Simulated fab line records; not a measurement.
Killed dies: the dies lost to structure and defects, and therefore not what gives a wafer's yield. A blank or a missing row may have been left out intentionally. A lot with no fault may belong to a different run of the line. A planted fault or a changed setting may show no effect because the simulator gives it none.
Code-filled problem report in 8D (eight disciplines) form || flow sky130 || the parts of the form that need people (team, actions taken, sign-off) are left out

## 1. WHAT WENT WRONG
Mean of runLengthS at SKY_PAD_OPEN_STRIP_09: 1080 s over 3 wafers from 1 lot, against 1230 s (standard deviation 3.8) on wafers with no fault. That is -39 standard deviations from the usual mean.
The step: strips in post etch residue remover, time 1200 s.
Earliest sighting: wafer L128.1 on wetBench-03 at day 48 21:34. The record has a number at this step for 39 wafers belonging to 13 lots. Rule for "out", or "out of limits": more than 4 standard deviations from the usual mean. The other wafers with a number count as sound.

## 2. WHAT IT IS, AND WHAT IT ISN'T
{"question": "which readings at this step", "is": "runLengthS", "is not": "bathGuardTempC"}
{"question": "which lots", "is": "L128", "is not": "L115, L116, L118, L119, L120, L126, L131, L132, L134, L135, L136, L137"}
{"question": "which wafers of those lots", "is": "all that have a number", "is not": "-"}
{"question": "read on which tools", "is": "wetBench-03", "is not": "wetBench-01, wetBench-02"}
{"question": "when", "is": "from day 48 21:34", "is not": "up to then (18 sound wafers); but 18 sound wafers of L131, L132, L134, L135, L136, L137 came after"}

## 3. WHAT RULES OUT EACH SUSPECT
Counting: a tool at any process step up to the reading remains a suspect when it ran all the lots that are out and ran no sound lot after the first of those.
- wetBench-03 at SKY_PAD_OPEN_STRIP_09 (strips in post etch residue remover, time 1200 s): kept. It ran the lot that is out, L128 (day 48 21:34), and no sound lot after that; its last sound lot up to then is L126 (day 48 10:19). Out on those wafers are its own readings of runLengthS.
Remaining after the count: wetBench-03 at SKY_PAD_OPEN_STRIP_09.

## 4. THE CAUSE (what the simulator had put in)
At SKY_PAD_OPEN_STRIP_09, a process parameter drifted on wetBench-03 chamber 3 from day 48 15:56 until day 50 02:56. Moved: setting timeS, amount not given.
The count eliminated every tool but this one.

## 5. SEQUENCE OF EFFECTS, ordered by route
Each row: a reading whose mean over the struck wafers that have a number lies more than 3 standard deviations from the usual. Only readings for which the record gives a usual standard deviation are gone through. hours: the time from each lot's start at the first step in this table that gives one to its start at this step, as a median over the lots. sigmas: the change in usual standard deviations.
{"hours": 0, "step": "SKY_PAD_OPEN_STRIP_09", "reading": "runLengthS", "usual": "1230 s", "on struck wafers": 1080, "change": -150, "sigmas": -39}
Here are the process steps it includes:
- SKY_PAD_OPEN_STRIP_09: strips in post etch residue remover, time 1200 s.

## 6. HOW IT WOULD HAVE BEEN CAUGHT EARLIER
The fault began at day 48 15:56; the first out-of-limits reading in this record came at day 48 21:34, 6 hours later.
